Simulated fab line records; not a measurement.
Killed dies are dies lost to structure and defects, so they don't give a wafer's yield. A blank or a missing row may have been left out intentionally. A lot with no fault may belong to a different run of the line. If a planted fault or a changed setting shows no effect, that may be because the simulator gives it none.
Chamber matching :: flow sky130 :: 3 sister chambers for SKY_CONTACT_CVD_00 on pecvd-02
The step deposits Si3N4, target thk 75 nm. 14 wafers are shown with their chamber, then 7 later ones without.

WAFERS, EACH WITH ITS CHAMBER
wafer: L395.1
chamber: 1
heater_power_w (W): 616

wafer: L395.3
chamber: 0
heater_power_w (W): 858

wafer: L395.4
chamber: 1
heater_power_w (W): 605

wafer: L397.3
chamber: 0
heater_power_w (W): 715

wafer: L397.5
chamber: 2
heater_power_w (W): 845

wafer: L397.6
chamber: 1
heater_power_w (W): 607

wafer: L405.2
chamber: 0
heater_power_w (W): 693

wafer: L405.5
chamber: 2
heater_power_w (W): 862

wafer: L405.6
chamber: 0
heater_power_w (W): 689

wafer: L410.2
chamber: 2
heater_power_w (W): 870

wafer: L410.3
chamber: 0
heater_power_w (W): 732

wafer: L410.5
chamber: 2
heater_power_w (W): 907

wafer: L412.1
chamber: 2
heater_power_w (W): 839

wafer: L412.3
chamber: 0
heater_power_w (W): 727

SIGNATURES (means of the wafers above)
reading: heater_power_w
chamber 0: 735.67
chamber 1: 609.33
chamber 2: 864.60
scatter within a chamber: 45.1
Rule: a wafer's distance from a chamber is the root of the sum, over the readings, of the square of ((its reading less the chamber's mean) divided by the reading's scatter). If the next closest chamber is less than 2 further off than the closest, the wafer can't be placed; otherwise it belongs to the closest. The scatter is the square root of a quotient: the sum, over the shown wafers, of each reading's squared deviation from its chamber's mean, divided by wafers minus chambers.

WAFERS WHOSE CHAMBER IS MISSING
wafer: L412.6
heater_power_w (W): 718

wafer: L415.1
heater_power_w (W): 796

wafer: L415.4
heater_power_w (W): 790

wafer: L415.6
heater_power_w (W): 887

wafer: L416.2
heater_power_w (W): 482

wafer: L416.5
heater_power_w (W): 829

wafer: L416.6
heater_power_w (W): 777

CHAMBER TAKEN BY EACH
wafer: L412.6
from the rows above: 0
in truth: 0

wafer: L415.1
from the rows above: can't be placed: 0 or 2
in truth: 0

wafer: L415.4
from the rows above: can't be placed: 0 or 2
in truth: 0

wafer: L415.6
from the rows above: 2
in truth: 2

wafer: L416.2
from the rows above: 1
in truth: 1

wafer: L416.5
from the rows above: can't be placed: 2 or 0
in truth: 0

wafer: L416.6
from the rows above: can't be placed: 0 or 2
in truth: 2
Correct placement for 3 of the 7. Cannot be placed on the basis of these rows: 4; the candidates contain the true chamber in 4. Placed wrongly: 0.
